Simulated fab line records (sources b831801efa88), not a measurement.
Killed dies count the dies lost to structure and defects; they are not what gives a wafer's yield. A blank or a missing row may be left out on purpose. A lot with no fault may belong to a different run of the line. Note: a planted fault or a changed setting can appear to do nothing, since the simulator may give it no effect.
The tool behind it: which one? :: flow sky130 :: Sampling: 12 lots, 36 wafers, 5 of 708 route steps

WHAT THE GAUGES SHOWED, per wafer
SKY_SD_P_TW_MEAS_11. Usual: SD_P_TW typically reads 2821, with standard deviation 25.
lot: L454
measured: day 26 14:36
on: film_metro-03
SD_P_TW: 2849 2834 2825
flag: 

lot: L455
measured: day 26 12:48
on: film_metro-04
SD_P_TW: 2800 2784 2801
flag: 

lot: L457
measured: day 26 15:51
on: film_metro-04
SD_P_TW: 2797 2808 2804
flag: 

lot: L458
measured: day 26 23:44
on: film_metro-03
SD_P_TW: 2814 2814 2831
flag: 

lot: L459
measured: day 27 09:56
on: film_metro-02
SD_P_TW: 2820 2809 2811
flag: 

lot: L460
measured: day 27 17:25
on: film_metro-04
SD_P_TW: 2790 2783 2799
flag: 

lot: L461
measured: day 28 01:50
on: film_metro-03
SD_P_TW: 2830 2861 2838
flag: 

lot: L462
measured: day 28 14:53
on: film_metro-04
SD_P_TW: 2787 2791 2784
flag: 

lot: L466
measured: day 29 20:05
on: film_metro-03
SD_P_TW: 2841 2821 2851
flag: 

lot: L474
measured: day 32 22:11
on: film_metro-02
SD_P_TW: 2809 2828 2826
flag: 

lot: L475
measured: day 32 23:59
on: film_metro-04
SD_P_TW: 2808 2769 2771
flag: 

lot: L477
measured: day 33 09:45
on: film_metro-03
SD_P_TW: 2876 2869 2876
flag: 

TOOL THAT RAN EACH LOT (tool first, then ch and the chambers of the sampled wafers, then the start)
lot: L454
SKY_DNWELL_COAT_02: litho_track-03 ch 0, day 3 11:59
SKY_DNWELL_STRIP_08: plasma_asher-02 ch 0,1, day 3 20:17
SKY_VT_ADJUST_NCORE_STRIP_10: plasma_asher-01 ch 0,1, day 9 08:45
SKY_POLY_GATE_STRIP_18: plasma_asher-01 ch 0,1, day 17 11:56

lot: L455
SKY_DNWELL_COAT_02: litho_track-03 ch 0, day 3 12:37
SKY_DNWELL_STRIP_08: plasma_asher-01 ch 0,1, day 3 21:16
SKY_VT_ADJUST_NCORE_STRIP_10: plasma_asher-01 ch 0,1, day 9 10:36
SKY_POLY_GATE_STRIP_18: plasma_asher-02 ch 0,1, day 17 09:02

lot: L457
SKY_DNWELL_COAT_02: litho_track-01 ch 0, day 3 12:51
SKY_DNWELL_STRIP_08: plasma_asher-02 ch 0,1, day 3 21:19
SKY_VT_ADJUST_NCORE_STRIP_10: plasma_asher-04 ch 0,1, day 9 11:48
SKY_POLY_GATE_STRIP_18: plasma_asher-03 ch 0,1, day 17 12:19

lot: L458
SKY_DNWELL_COAT_02: litho_track-03 ch 0, day 3 21:25
SKY_DNWELL_STRIP_08: plasma_asher-04 ch 0,1, day 4 05:47
SKY_VT_ADJUST_NCORE_STRIP_10: plasma_asher-01 ch 0,1, day 9 22:34
SKY_POLY_GATE_STRIP_18: plasma_asher-02 ch 0,1, day 17 21:13

lot: L459
SKY_DNWELL_COAT_02: litho_track-01 ch 0, day 4 00:36
SKY_DNWELL_STRIP_08: plasma_asher-01 ch 0,1, day 4 09:33
SKY_VT_ADJUST_NCORE_STRIP_10: plasma_asher-03 ch 0, day 10 03:53
SKY_POLY_GATE_STRIP_18: plasma_asher-01 ch 0, day 18 07:31

lot: L460
SKY_DNWELL_COAT_02: litho_track-03 ch 0, day 4 05:40
SKY_DNWELL_STRIP_08: plasma_asher-04 ch 0,1, day 4 14:43
SKY_VT_ADJUST_NCORE_STRIP_10: plasma_asher-01 ch 0,1, day 10 11:13
SKY_POLY_GATE_STRIP_18: plasma_asher-01 ch 0,1, day 18 15:12

lot: L461
SKY_DNWELL_COAT_02: litho_track-03 ch 0, day 4 10:13
SKY_DNWELL_STRIP_08: plasma_asher-04 ch 0,1, day 4 19:05
SKY_VT_ADJUST_NCORE_STRIP_10: plasma_asher-03 ch 0,1, day 10 17:35
SKY_POLY_GATE_STRIP_18: plasma_asher-02 ch 0, day 19 01:55

lot: L462
SKY_DNWELL_COAT_02: litho_track-03 ch 0, day 4 16:40
SKY_DNWELL_STRIP_08: plasma_asher-04 ch 0, day 5 02:13
SKY_VT_ADJUST_NCORE_STRIP_10: plasma_asher-01 ch 0,1, day 11 01:42
SKY_POLY_GATE_STRIP_18: plasma_asher-02 ch 0,1, day 19 15:01

lot: L466
SKY_DNWELL_COAT_02: litho_track-03 ch 0, day 5 13:41
SKY_DNWELL_STRIP_08: plasma_asher-02 ch 0,1, day 5 22:36
SKY_VT_ADJUST_NCORE_STRIP_10: plasma_asher-03 ch 0,1, day 12 03:54
SKY_POLY_GATE_STRIP_18: plasma_asher-01 ch 1, day 20 22:34

lot: L474
SKY_DNWELL_COAT_02: litho_track-01 ch 0, day 7 06:16
SKY_DNWELL_STRIP_08: plasma_asher-01 ch 0,1, day 7 16:33
SKY_VT_ADJUST_NCORE_STRIP_10: plasma_asher-01 ch 0,1, day 14 09:52
SKY_POLY_GATE_STRIP_18: plasma_asher-03 ch 0,1, day 24 09:07

lot: L475
SKY_DNWELL_COAT_02: litho_track-01 ch 0, day 7 09:58
SKY_DNWELL_STRIP_08: plasma_asher-04 ch 0,1, day 7 20:18
SKY_VT_ADJUST_NCORE_STRIP_10: plasma_asher-01 ch 1, day 14 16:51
SKY_POLY_GATE_STRIP_18: plasma_asher-02 ch 0,1, day 24 10:04

lot: L477
SKY_DNWELL_COAT_02: litho_track-03 ch 0, day 8 05:10
SKY_DNWELL_STRIP_08: plasma_asher-04 ch 0,1, day 8 15:37
SKY_VT_ADJUST_NCORE_STRIP_10: plasma_asher-04 ch 0,1, day 15 15:18
SKY_POLY_GATE_STRIP_18: plasma_asher-03 ch 0,1, day 24 21:53
- SKY_DNWELL_COAT_02: resist thk 3000 nm.
- SKY_DNWELL_STRIP_08: strips in O2/N2.
- SKY_VT_ADJUST_NCORE_STRIP_10: strips in O2/N2.
- SKY_POLY_GATE_STRIP_18: strips in O2/N2.

WHAT THE TOOLS THEMSELVES READ (means of the sampled wafers that have a number; where no wafer has one, the mark that the record gives instead)
SKY_DNWELL_COAT_02. Usual: 49 kPa for dispense_pressure_kPa, sd 6.1.
lot: L454
tool: litho_track-03
dispense_pressure_kPa (kPa): 49
flag: 

lot: L455
tool: litho_track-03
dispense_pressure_kPa (kPa): 49
flag: 

lot: L457
tool: litho_track-01
dispense_pressure_kPa (kPa): 43
flag: 

lot: L458
tool: litho_track-03
dispense_pressure_kPa (kPa): 49
flag: 

lot: L459
tool: litho_track-01
dispense_pressure_kPa (kPa): 43
flag: 

lot: L460
tool: litho_track-03
dispense_pressure_kPa (kPa): 49
flag: 

lot: L461
tool: litho_track-03
dispense_pressure_kPa (kPa): 49
flag: 

lot: L462
tool: litho_track-03
dispense_pressure_kPa (kPa): 49
flag: 

lot: L466
tool: litho_track-03
dispense_pressure_kPa (kPa): 49
flag: 

lot: L474
tool: litho_track-01
dispense_pressure_kPa (kPa): 43
flag: 

lot: L475
tool: litho_track-01
dispense_pressure_kPa (kPa): 43
flag: 

lot: L477
tool: litho_track-03
dispense_pressure_kPa (kPa): 49
flag: 

SKY_DNWELL_STRIP_08. Usual: drypump_motor_current_A 5.8 A, standard deviation 0.51; oes_product_au 0.722 a.u., standard deviation 0.0043; strip_time_to_endpoint_s 36.97 s, standard deviation 0.11.
lot: L454
tool: plasma_asher-02
drypump_motor_current_A (A): 5.1
oes_product_au (a.u.): 0.724
strip_time_to_endpoint_s (s): 37.04
flag: 

lot: L455
tool: plasma_asher-01
drypump_motor_current_A (A): 5.9
oes_product_au (a.u.): 0.726
strip_time_to_endpoint_s (s): 36.94
flag: 

lot: L457
tool: plasma_asher-02
drypump_motor_current_A (A): 5.4
oes_product_au (a.u.): 0.724
strip_time_to_endpoint_s (s): 37.06
flag: 

lot: L458
tool: plasma_asher-04
drypump_motor_current_A (A): 6.0
oes_product_au (a.u.): 0.723
strip_time_to_endpoint_s (s): 37.01
flag: 

lot: L459
tool: plasma_asher-01
drypump_motor_current_A (A): 5.9
oes_product_au (a.u.): 0.725
strip_time_to_endpoint_s (s): 36.92
flag: 

lot: L460
tool: plasma_asher-04
drypump_motor_current_A (A): 6.0
oes_product_au (a.u.): 0.721
strip_time_to_endpoint_s (s): 36.83
flag: 

lot: L461
tool: plasma_asher-04
drypump_motor_current_A (A): 5.9
oes_product_au (a.u.): 0.723
strip_time_to_endpoint_s (s): 37.03
flag: 

lot: L462
tool: plasma_asher-04
drypump_motor_current_A (A): 5.7
oes_product_au (a.u.): 0.719
strip_time_to_endpoint_s (s): 25.62
flag: OFF

lot: L466
tool: plasma_asher-02
drypump_motor_current_A (A): 5.3
oes_product_au (a.u.): 0.714
strip_time_to_endpoint_s (s): 25.57
flag: OFF

lot: L474
tool: plasma_asher-01
drypump_motor_current_A (A): 6.3
oes_product_au (a.u.): 0.723
strip_time_to_endpoint_s (s): 36.93
flag: 

lot: L475
tool: plasma_asher-04
drypump_motor_current_A (A): 6.0
oes_product_au (a.u.): 0.722
strip_time_to_endpoint_s (s): 37.15
flag: 

lot: L477
tool: plasma_asher-04
drypump_motor_current_A (A): 5.9
oes_product_au (a.u.): 0.721
strip_time_to_endpoint_s (s): 37.16
flag: 

SKY_VT_ADJUST_NCORE_STRIP_10. Usual: drypump_motor_current_A 5.9 A, standard deviation 0.53; oes_product_au 0.716 a.u., standard deviation 0.0042; strip_time_to_endpoint_s 14.20 s, standard deviation 0.045.
lot: L454
tool: plasma_asher-01
drypump_motor_current_A (A): 6.2
oes_product_au (a.u.): 0.715
strip_time_to_endpoint_s (s): 14.17
flag: 

lot: L455
tool: plasma_asher-01
drypump_motor_current_A (A): 6.3
oes_product_au (a.u.): 0.717
strip_time_to_endpoint_s (s): 14.14
flag: 

lot: L457
tool: plasma_asher-04
drypump_motor_current_A (A): 5.9
oes_product_au (a.u.): 0.714
strip_time_to_endpoint_s (s): 14.14
flag: 

lot: L458
tool: plasma_asher-01
drypump_motor_current_A (A): 6.2
oes_product_au (a.u.): 0.715
strip_time_to_endpoint_s (s): 14.19
flag: 

lot: L459
tool: plasma_asher-03
drypump_motor_current_A (A): 6.1
oes_product_au (a.u.): 0.717
strip_time_to_endpoint_s (s): 14.14
flag: 

lot: L460
tool: plasma_asher-01
drypump_motor_current_A (A): 5.9
oes_product_au (a.u.): 0.713
strip_time_to_endpoint_s (s): 14.23
flag: 

lot: L461
tool: plasma_asher-03
drypump_motor_current_A (A): 5.4
oes_product_au (a.u.): 0.715
strip_time_to_endpoint_s (s): 14.12
flag: 

lot: L462
tool: plasma_asher-01
drypump_motor_current_A (A): 5.9
oes_product_au (a.u.): 0.715
strip_time_to_endpoint_s (s): 14.21
flag: 

lot: L466
tool: plasma_asher-03
drypump_motor_current_A (A): 5.7
oes_product_au (a.u.): 0.717
strip_time_to_endpoint_s (s): 14.23
flag: 

lot: L474
tool: plasma_asher-01
drypump_motor_current_A (A): 5.8
oes_product_au (a.u.): 0.720
strip_time_to_endpoint_s (s): 14.19
flag: 

lot: L475
tool: plasma_asher-01
drypump_motor_current_A (A): 5.5
oes_product_au (a.u.): 0.719
strip_time_to_endpoint_s (s): 14.27
flag: 

lot: L477
tool: plasma_asher-04
drypump_motor_current_A (A): 6.0
oes_product_au (a.u.): 0.719
strip_time_to_endpoint_s (s): 14.20
flag: 

SKY_POLY_GATE_STRIP_18. Usual: drypump_motor_current_A 5.7 A, standard deviation 0.62; oes_product_au 0.362 a.u., standard deviation 0.005; strip_time_to_endpoint_s 3.19 s, standard deviation 0.049.
lot: L454
tool: plasma_asher-01
drypump_motor_current_A (A): 6.2
oes_product_au (a.u.): 0.362
strip_time_to_endpoint_s (s): 3.19
flag: 

lot: L455
tool: plasma_asher-02
drypump_motor_current_A (A): 5.1
oes_product_au (a.u.): 0.360
strip_time_to_endpoint_s (s): 3.21
flag: 

lot: L457
tool: plasma_asher-03
drypump_motor_current_A (A): 5.4
oes_product_au (a.u.): 0.367
strip_time_to_endpoint_s (s): 3.26
flag: 

lot: L458
tool: plasma_asher-02
drypump_motor_current_A (A): 5.4
oes_product_au (a.u.): 0.362
strip_time_to_endpoint_s (s): 3.18
flag: 

lot: L459
tool: plasma_asher-01
drypump_motor_current_A (A): 6.7
oes_product_au (a.u.): 0.356
strip_time_to_endpoint_s (s): 3.15
flag: 

lot: L460
tool: plasma_asher-01
drypump_motor_current_A (A): 6.3
oes_product_au (a.u.): 0.359
strip_time_to_endpoint_s (s): 3.19
flag: 

lot: L461
tool: plasma_asher-02
drypump_motor_current_A (A): 4.9
oes_product_au (a.u.): 0.358
strip_time_to_endpoint_s (s): 3.14
flag: 

lot: L462
tool: plasma_asher-02
drypump_motor_current_A (A): 5.3
oes_product_au (a.u.): 0.358
strip_time_to_endpoint_s (s): 3.19
flag: 

lot: L466
tool: plasma_asher-01
drypump_motor_current_A (A): 5.5
oes_product_au (a.u.): 0.364
strip_time_to_endpoint_s (s): 3.18
flag: 

lot: L474
tool: plasma_asher-03
drypump_motor_current_A (A): 5.4
oes_product_au (a.u.): 0.362
strip_time_to_endpoint_s (s): 3.18
flag: 

lot: L475
tool: plasma_asher-02
drypump_motor_current_A (A): 5.3
oes_product_au (a.u.): 0.361
strip_time_to_endpoint_s (s): 3.23
flag: 

lot: L477
tool: plasma_asher-03
drypump_motor_current_A (A): 5.8
oes_product_au (a.u.): 0.362
strip_time_to_endpoint_s (s): 3.21
flag: 

THE ANSWER, worked out from the rows above alone
Rule: lot off if the mean of its wafers having a number is beyond 3 standard deviations from the usual mean. A lot without any number at a reading at which 4 lots or more have one is off too. The other lots that the step has rows for count as sound. First the gauges in route order, then the tools' own readings, where a lot's mean is used as printed above. The first step at which some lot is off is used, and at that step the reading that is off furthest; a lot without a number counts as furthest.
Off, at SKY_DNWELL_STRIP_08 on strip_time_to_endpoint_s: L462, L466.
If a tool, at that step or one of the process steps before it, ran each lot that is off and ran no sound lot following the first of them, it fits. Not one of the candidates tried fits.

WHAT THE SIMULATOR HAD INSERTED
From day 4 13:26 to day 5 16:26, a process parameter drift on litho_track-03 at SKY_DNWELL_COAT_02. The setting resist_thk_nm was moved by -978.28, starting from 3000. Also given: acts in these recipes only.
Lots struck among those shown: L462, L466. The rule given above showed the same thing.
